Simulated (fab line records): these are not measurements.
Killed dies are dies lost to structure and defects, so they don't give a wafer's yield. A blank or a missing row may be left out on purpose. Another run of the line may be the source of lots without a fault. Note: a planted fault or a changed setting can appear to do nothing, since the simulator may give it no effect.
What tool caused it? + flow sky130 + Sampling: 12 lots, 36 wafers, 5 of 708 route steps

WHAT EACH GAUGE READ, for each wafer
SKY_RES_PROTECT_TW_MEAS_08.
| lot  | measured     | on           | POLY_GATE_TW   |
|------|--------------|--------------|----------------|
| L272 | day 15 04:40 | filmMetro-03 | 3980 3971 3970 |
| L273 | day 15 15:45 | filmMetro-02 | 4013 4057 4042 |
| L274 | day 16 00:10 | filmMetro-02 | 4052 4037 4055 |
| L275 | day 16 07:41 | filmMetro-04 | 4039 4054 4038 |
| L278 | day 17 17:51 | filmMetro-02 | 4022 4043 4026 |
| L284 | day 21 00:06 | filmMetro-03 | 4003 3985 3997 |
| L286 | day 21 05:27 | filmMetro-02 | 4040 4022 4008 |
| L287 | day 21 15:02 | filmMetro-04 | 4113 4094 4084 |
| L289 | day 21 21:44 | filmMetro-03 | 3983 3977 3983 |
| L291 | day 22 11:04 | filmMetro-02 | 4024 4010 4016 |
| L292 | day 22 13:46 | filmMetro-04 | 4088 4077 4062 |
| L293 | day 23 02:29 | filmMetro-03 | 4041 4008 4030 |

SKY_LDD_HVN_TW_MEAS_10.
| lot  | measured     | on           | LDD_HVN_TW                    |
|------|--------------|--------------|-------------------------------|
| L272 | day 20 09:17 | filmMetro-04 | 1449 1457 1439                |
| L273 | day 20 22:19 | filmMetro-02 | 1428 1438 1432                |
| L274 | day 21 06:37 | filmMetro-04 | 1447 1445 1445                |
| L275 | day 21 14:40 | filmMetro-04 | 1453 1454 1452                |
| L278 | day 23 03:25 | filmMetro-02 | 1433 1436 1437                |
| L284 | day 26 04:17 | filmMetro-04 | 3021 3011 3016 3020 3033 3019 |
| L286 | day 26 10:22 | filmMetro-04 | 3040 3011 3014 3029 3014 3029 |
| L287 | day 26 21:13 | filmMetro-01 | 2949 2946 2938 2956 2946 2947 |
| L289 | day 27 02:17 | filmMetro-04 | 1460 1467 1456                |
| L291 | day 27 14:16 | filmMetro-01 | 1413 1423 1416                |
| L292 | day 27 16:07 | filmMetro-01 | 1427 1415 1414                |
| L293 | day 28 05:07 | filmMetro-04 | 1438 1456 1452                |

SKY_LDD_LDN_OVL_MEAS_07.
| lot  | measured     | on         | LDD_LDN_OVL (nm) |
|------|--------------|------------|------------------|
| L272 | day 22 23:14 | overlay-02 | -4.3 -2.8 -3.4   |
| L273 | day 23 12:14 | overlay-01 | 0.3 -1.2 0.4     |
| L274 | day 23 19:39 | overlay-01 | 0.1 -2.2 -2.0    |
| L275 | day 24 03:21 | overlay-02 | 0.4 0.1 -0.8     |
| L278 | day 25 15:45 | overlay-01 | 0.9 1.7 2.5      |
| L289 | day 29 11:53 | overlay-02 | 0.7 0.4 0.1      |
| L291 | day 29 23:13 | overlay-01 | -0.4 -1.2 -1.1   |
| L292 | day 30 00:41 | overlay-02 | -2.9 -2.2 -2.6   |
| L293 | day 30 12:56 | overlay-02 | -3.8 -2.2 -1.2   |

EACH LOT AND THE TOOL THAT RAN IT (in order: tool; ch and the chambers of the sampled wafers; start)
| lot  | SKY_RES_PROTECT_STRIP_07            | SKY_LDD_HVN_IMPLANT_08          |
|------|-------------------------------------|---------------------------------|
| L272 | plasmaAsher-04 ch 1, day 15 04:33   | implanter-01 ch 0, day 20 09:03 |
| L273 | plasmaAsher-02 ch 0,1, day 15 15:39 | implanter-01 ch 0, day 20 22:04 |
| L274 | plasmaAsher-02 ch 0,1, day 16 00:03 | implanter-01 ch 0, day 21 06:22 |
| L275 | plasmaAsher-03 ch 0,1, day 16 07:35 | implanter-03 ch 0, day 21 14:25 |
| L278 | plasmaAsher-02 ch 0,1, day 17 17:44 | implanter-03 ch 0, day 23 03:11 |
| L284 | plasmaAsher-03 ch 0,1, day 21 00:01 | implanter-03 ch 0, day 26 04:04 |
| L286 | plasmaAsher-04 ch 0,1, day 21 05:21 | implanter-03 ch 0, day 26 10:07 |
| L287 | plasmaAsher-02 ch 0,1, day 21 14:56 | implanter-03 ch 0, day 26 20:58 |
| L289 | plasmaAsher-04 ch 0,1, day 21 21:38 | implanter-01 ch 0, day 27 02:02 |
| L291 | plasmaAsher-02 ch 0,1, day 22 10:58 | implanter-02 ch 0, day 27 14:04 |
| L292 | plasmaAsher-02 ch 0,1, day 22 13:39 | implanter-02 ch 0, day 27 15:53 |
| L293 | plasmaAsher-04 ch 0,1, day 23 02:23 | implanter-02 ch 0, day 28 04:52 |
- SKY_RES_PROTECT_STRIP_07: strips in O2/N2.
- SKY_LDD_HVN_IMPLANT_08

WHAT THE TOOLS THEMSELVES READ (means of the sampled wafers that have a number; where no wafer has one, the mark that the record gives instead)
SKY_RES_PROTECT_STRIP_07.
| lot  | tool           | drypumpMotorCurrentA (A) | n2FlowSccm (sccm) | o2FlowSccm (sccm) | oesProductAu (a.u.) | stripTimeToEndpointS (s) |
|------|----------------|--------------------------|-------------------|-------------------|---------------------|--------------------------|
| L272 | plasmaAsher-04 | 5.0                      | 300.8             | 3005              | 0.517               | 23.31                    |
| L273 | plasmaAsher-02 | 5.5                      | 299.8             | 2997              | 0.520               | 23.35                    |
| L274 | plasmaAsher-02 | 5.5                      | 300.2             | 3004              | 0.517               | 23.29                    |
| L275 | plasmaAsher-03 | 5.9                      | 299.5             | 2992              | 0.518               | 23.29                    |
| L278 | plasmaAsher-02 | 5.5                      | 300.5             | 2995              | 0.519               | 23.24                    |
| L284 | plasmaAsher-03 | 6.0                      | 299.3             | 3013              | 0.517               | 23.27                    |
| L286 | plasmaAsher-04 | 5.1                      | 299.4             | 2996              | 0.515               | 23.32                    |
| L287 | plasmaAsher-02 | 5.5                      | 299.9             | 3014              | 0.515               | 23.25                    |
| L289 | plasmaAsher-04 | 5.1                      | 301.2             | 3005              | 0.523               | 23.20                    |
| L291 | plasmaAsher-02 | 5.5                      | 299.4             | 3002              | 0.514               | 23.23                    |
| L292 | plasmaAsher-02 | 5.6                      | 299.4             | 3001              | 0.520               | 23.30                    |
| L293 | plasmaAsher-04 | 5.2                      | 300.5             | 3002              | 0.517               | 23.27                    |

SKY_LDD_HVN_IMPLANT_08.
| lot  | tool         | beamEnergyKeV | beamOnS (s) | doseIonsCm2 | endStationPressureTorr (Torr) | faradayCurrentUA |
|------|--------------|---------------|-------------|-------------|-------------------------------|------------------|
| L272 | implanter-01 | 60.009        | 10.08       | 3e+13       | 5.40e-06                      | 168              |
| L273 | implanter-01 | 60.007        | 10.08       | 3e+13       | 5.29e-06                      | 168              |
| L274 | implanter-01 | 59.991        | 10.06       | 3e+13       | 5.11e-06                      | 168              |
| L275 | implanter-03 | 59.980        | 9.73        | 3e+13       | 5.01e-06                      | 174              |
| L278 | implanter-03 | 59.984        | 9.78        | 3e+13       | 5.11e-06                      | 172              |
| L284 | implanter-03 | 59.995        | 11.91       | 3e+14       | 6.18e-06                      | 1560             |
| L286 | implanter-03 | 59.980        | 12.15       | 3e+14       | 5.89e-06                      | 1534             |
| L287 | implanter-03 | 59.987        | 12.03       | 3e+14       | 6.23e-06                      | 1554             |
| L289 | implanter-01 | 59.999        | 9.89        | 3e+13       | 5.23e-06                      | 171              |
| L291 | implanter-02 | 60.011        | 9.96        | 3e+13       | 5.23e-06                      | 170              |
| L292 | implanter-02 | 60.016        | 10.12       | 3e+13       | 5.21e-06                      | 167              |
| L293 | implanter-02 | 60.011        | 10.06       | 3e+13       | 5.18e-06                      | 168              |

THE ANSWER, worked out from the rows above alone
Rule: the usual values come from the lots themselves. The widest of any qualifying gaps counts: lots, ordered by their means at a reading, are off when they make up no more than a third of the lots, leave a main group of 4 or more, and stand apart from it by 3 or more times the standard deviation of that group's means. A main group is skipped when, at the precision printed for the reading in the tables above, its means are all equal. Also off: a lot with no number at a reading for which 4 or more lots have one. Any other lot the step has rows for is counted as sound. First the gauges in route order, then the tools' own readings, where a lot's mean is used as printed above. At the first step where some lot is off, the reading lying furthest off is the one used; lots without a number count as furthest.
Off: L284, L286, L287, seen at SKY_LDD_HVN_TW_MEAS_10 (LDD_HVN_TW). The main group: mean 1440, standard deviation 14.
If a tool, at a process step before that reading, ran all the lots that are off and no sound lot after the first of them, it fits. Not tried: the gauges at SKY_LDD_HVN_TW_MEAS_10; whatever is off there is also off at SKY_LDD_HVN_IMPLANT_08, on other tools, and gauge error can't account for it. One fits: implanter-03 at SKY_LDD_HVN_IMPLANT_08. A fault onset in the window from L278 (day 23 03:11, its last sound lot) to L284 (day 26 04:04, its first lot off) fits.
The tool's own readings at SKY_LDD_HVN_IMPLANT_08 bear it out: on the lots that are off they differ by more than 5 times the standard deviation of the sound lots' means. beamOnS reads 12.03 s there against 9.97 s on the sound lots; doseIonsCm2 reads 3e+14 there against 3e+13 on the sound lots; endStationPressureTorr reads 6.10e-06 Torr there against 5.20e-06 Torr on the sound lots; faradayCurrentUA reads 1549 there against 170 on the sound lots.

WHAT WAS PUT IN BY THE SIMULATOR
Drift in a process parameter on implanter-03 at SKY_LDD_HVN_IMPLANT_08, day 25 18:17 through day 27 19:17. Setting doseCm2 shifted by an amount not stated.
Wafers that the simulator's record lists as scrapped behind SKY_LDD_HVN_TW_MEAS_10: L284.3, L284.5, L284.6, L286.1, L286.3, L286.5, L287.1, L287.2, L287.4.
Shown lots that were struck: L284, L286, L287. The rule above found the same.
